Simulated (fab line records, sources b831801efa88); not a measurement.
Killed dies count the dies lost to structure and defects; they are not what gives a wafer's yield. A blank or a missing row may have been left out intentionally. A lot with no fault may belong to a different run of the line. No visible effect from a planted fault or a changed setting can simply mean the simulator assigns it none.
2 desks looking at one fault :: flow gf180mcu :: each desk holds nothing but its own numbers, with what lay behind them at the end

== THE TOOL OWNER'S DESK: furnace-01 ==
The tool's own readings at GF_STI_OXIDATION_29 (stabilise 600 s, purge 300 s, target thk 10 nm): means of the sampled wafers that have a number, for each lot that ran on this tool. If a lot's mean is further than 4 standard deviations from the usual mean, the lot is out of limits and carries the mark OUT (the distance appears in the brackets).
Columns: A = spike_tc_lower_C at GF_STI_OXIDATION_29, usual 900.2 C; B = spike_tc_top_C at GF_STI_OXIDATION_29, usual 908.7 C; C = tube_center_temp_C at GF_STI_OXIDATION_29, usual 900 C; D = zone_power_centre_pct at GF_STI_OXIDATION_29, usual 20.18 %
lot: L276
first seen here: day 2 05:40
A: 899.8
B: 909.2
C: 900
D: 20.12

lot: L279
first seen here: day 2 20:07
A: 900.1
B: 908.5
C: 900
D: 20.15

lot: L280
first seen here: day 3 03:31
A: 900.2
B: 908.9
C: 900
D: 19.96

lot: L282
first seen here: day 3 11:45
A: 899.6
B: 909.4
C: 900
D: 20.07

lot: L283
first seen here: day 3 22:52
A: 899.6
B: 908.8
C: 900
D: 20.13

lot: L284
first seen here: day 3 22:52
A: 901.0
B: 908.9
C: 900
D: 20.09

lot: L289
first seen here: day 5 03:44
A: 899.9
B: 909.5
C: 900
D: 19.93

lot: L293
first seen here: day 5 20:31
A: 900.0
B: 909.5
C: 900
D: 20.01

lot: L294
first seen here: day 6 02:25
A: 899.9
B: 908.8
C: 900
D: 19.81
Result from this desk: across the 9 lots, nothing is out of limits.

== AT THE METROLOGY DESK ==
What the gauges read, lot by lot, whatever tool the lot ran on: means of the sampled wafers that have a number. If a lot's mean is further than 4 standard deviations from the usual mean, the lot is out of limits and carries the mark OUT (the distance appears in the brackets).
Columns: A = cd_nm at GF_STI_CD_MEAS_12, usual 219.9 nm; B = STI_CVD_23_THK at GF_STI_THK_MEAS_24, usual 652 nm; C = STI_OXIDATION_02_THK at GF_STI_THK_MEAS_30, usual 9.94 nm; D = MVSD_OVL at GF_MVSD_OVL_MEAS_07, usual -0.4 nm
lot: L276
first seen here: day 2 01:40
A: 220.7
B: 673
C: 10.02
D: -1.4

lot: L277
first seen here: day 2 07:16
A: 220.0
B: 655
C: 10.18
D: -1.1

lot: L279
first seen here: day 2 16:39
A: 221.3
B: 655
C: 9.74
D: -0.5

lot: L280
first seen here: day 3 00:01
A: 220.0
B: 653
C: 10.01
D: 0.4

lot: L282
first seen here: day 3 08:25
A: 220.8
B: 659
C: 9.76
D: -1.1

lot: L283
first seen here: day 3 14:30
A: 219.4
B: 659
C: 9.73
D: -4.2

lot: L284
first seen here: day 3 18:07
A: 219.4
B: 643
C: 10.08
D: -0.2

lot: L285
first seen here: day 4 00:01
A: 222.2
B: 655
C: 9.95
D: 1.1

lot: L288
first seen here: day 4 17:55
A: 219.9
B: 658
C: 9.99
D: 1.7

lot: L289
first seen here: day 4 22:20
A: 219.6
B: 645
C: 10.35
D: 1.5

lot: L293
first seen here: day 5 17:26
A: 220.5
B: 643
C: 11.20 (+7.0) OUT
D: 0.1

lot: L294
first seen here: day 5 22:58
A: 220.7
B: 649
C: 11.35 (+7.8) OUT
D: 2.0

lot: L298
first seen here: day 6 18:02
A: 218.3
B: 650
C: 9.75
D: 2.9

lot: L299
first seen here: day 6 23:40
A: 220.4
B: 653
C: 9.82
D: -2.9
Finding of this desk: L293, L294 out of limits, first seen on L293 at day 5 21:56 (STI_OXIDATION_02_THK at GF_STI_THK_MEAS_30). Within limits: L276, L277, L279, L280, L282, L283, L284, L285, L288, L289, L298, L299.

== TAKEN TOGETHER ==
L293, L294 would have let the metrology desk raise an alarm at day 5 21:56.
The desk of the tool owner found nothing out of limits.
The tool owner's desk has L293, L294 on record, within its limits.
The lots listed all ran GF_STI_OXIDATION_29 on furnace-01.

== WHAT HAD BEEN PUT IN BY THE SIMULATOR ==
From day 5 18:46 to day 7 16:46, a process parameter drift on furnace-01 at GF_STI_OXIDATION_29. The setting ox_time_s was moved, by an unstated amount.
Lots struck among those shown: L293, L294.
Time in hours between the start of the fault and the first out-of-limits reading at each desk: metrology desk, 3.
